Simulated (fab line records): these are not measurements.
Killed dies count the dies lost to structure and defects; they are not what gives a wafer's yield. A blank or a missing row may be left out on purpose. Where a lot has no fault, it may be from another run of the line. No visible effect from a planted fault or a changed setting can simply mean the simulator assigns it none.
2 desks, one fault -- flow gf180mcu -- every desk sees just its own numbers, and what lay behind them comes last

== METROLOGY DESK ==
Means of the sampled wafers that have a number, per lot and without regard to the tool the lot ran on: this is what the gauges read. Any lot whose mean is over 4 standard deviations away from the usual mean is out of limits and marked OUT; that distance is given in the brackets.
Columns: A = SAB_CVD_00_THK at GF_SAB_THK_MEAS_01, usual 49.7 nm
lot,first seen here,A
L503,day 14 01:04,50.0
L509,day 16 08:31,51.1
L515,day 18 18:23,49.6
L517,day 19 10:00,50.2
L518,day 19 16:36,50.2
L519,day 19 21:47,50.2
L520,day 20 10:55,49.8
L521,day 20 18:43,49.9
L522,day 21 01:02,49.4
L523,day 21 06:34,49.1
L524,day 21 18:25,49.8
L526,day 22 09:25,49.4
This desk's finding: nothing out of limits on any of the 12 lots.

== FOR THE TOOL OWNER'S DESK: pecvd-04 ==
The tool's own readings at GF_SAB_CVD_00 (deposits SiO2 from TEOS, target thk 50 nm, time 4.9302 s): means of the sampled wafers that have a number, for each lot that ran on this tool. Any lot whose mean is over 4 standard deviations away from the usual mean is out of limits and marked OUT; that distance is given in the brackets.
Columns: A = heaterPowerW at GF_SAB_CVD_00, usual 696 W
lot,first seen here,A
L503,day 14 01:02,697
L509,day 16 08:28,619
L517,day 19 09:58,670
L519,day 19 21:45,570
L520,day 20 10:52,643
L522,day 21 01:01,797
L523,day 21 06:32,675
L524,day 21 18:23,651
L526,day 22 09:23,648
This desk's finding: nothing out of limits on any of the 9 lots.

== TAKEN TOGETHER ==
Metrology desk: nothing out of limits seen.
Nothing out of limits was seen by the tool owner's desk.

== WHAT THE SIMULATOR HAD PUT IN ==
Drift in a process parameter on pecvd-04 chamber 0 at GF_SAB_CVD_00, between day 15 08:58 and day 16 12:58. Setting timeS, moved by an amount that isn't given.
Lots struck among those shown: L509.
